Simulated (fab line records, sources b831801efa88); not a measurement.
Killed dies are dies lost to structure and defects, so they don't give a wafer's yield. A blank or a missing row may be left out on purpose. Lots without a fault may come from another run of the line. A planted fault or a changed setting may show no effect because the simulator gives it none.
Chamber matching | flow gf180mcu | GF_V5_CMP_04 on cmp-01: 4 sister chambers
The step polishes SiO2. 4 wafers are shown with their chamber, then 8 later ones without.

WAFERS WITH THEIR CHAMBER
wafer  | chamber | motor_current_A (A)
L965.4 | 0       | 12.0
L966.3 | 1       | 11.0
L967.6 | 3       | 12.6
L968.1 | 2       | 12.5

WAFERS WITHOUT THEIR CHAMBER
wafer  | motor_current_A (A)
L968.4 | 10.8
L968.6 | 12.2
L974.1 | 11.8
L974.3 | 10.9
L974.6 | 11.0
L979.4 | 13.7
L979.5 | 12.6
L979.6 | 13.9

WHICH CHAMBER EACH WENT THROUGH
wafer  | from the rows above               | in truth
L968.4 | can't be placed: 1 or 0           | 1
L968.6 | can't be placed: 0 or 2 or 3 or 1 | 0
L974.1 | can't be placed: 0 or 2 or 3 or 1 | 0
L974.3 | can't be placed: 1 or 0           | 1
L974.6 | can't be placed: 1 or 0           | 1
L979.4 | can't be placed: 3 or 2 or 0      | 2
L979.5 | can't be placed: 3 or 2 or 0      | 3
L979.6 | can't be placed: 3 or 2 or 0      | 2
Placed correctly: 0 of 8. Can't be placed from these rows: 8 (the true chamber is among the candidates in 8). Placed wrongly: 0.
How it was worked out, from the rows above alone: a wafer's distance from a chamber is the root of the sum, over the readings, of the square of ((its reading less the chamber's mean) divided by the reading's scatter). The wafer belongs to the nearest chamber; if the next one is less than 2 further off, it can't be placed. A chamber's mean is the mean of its shown wafers. The scatter: with one shown wafer a chamber, the root of the mean of the squares of how far each hidden wafer lies from its nearest shown one.
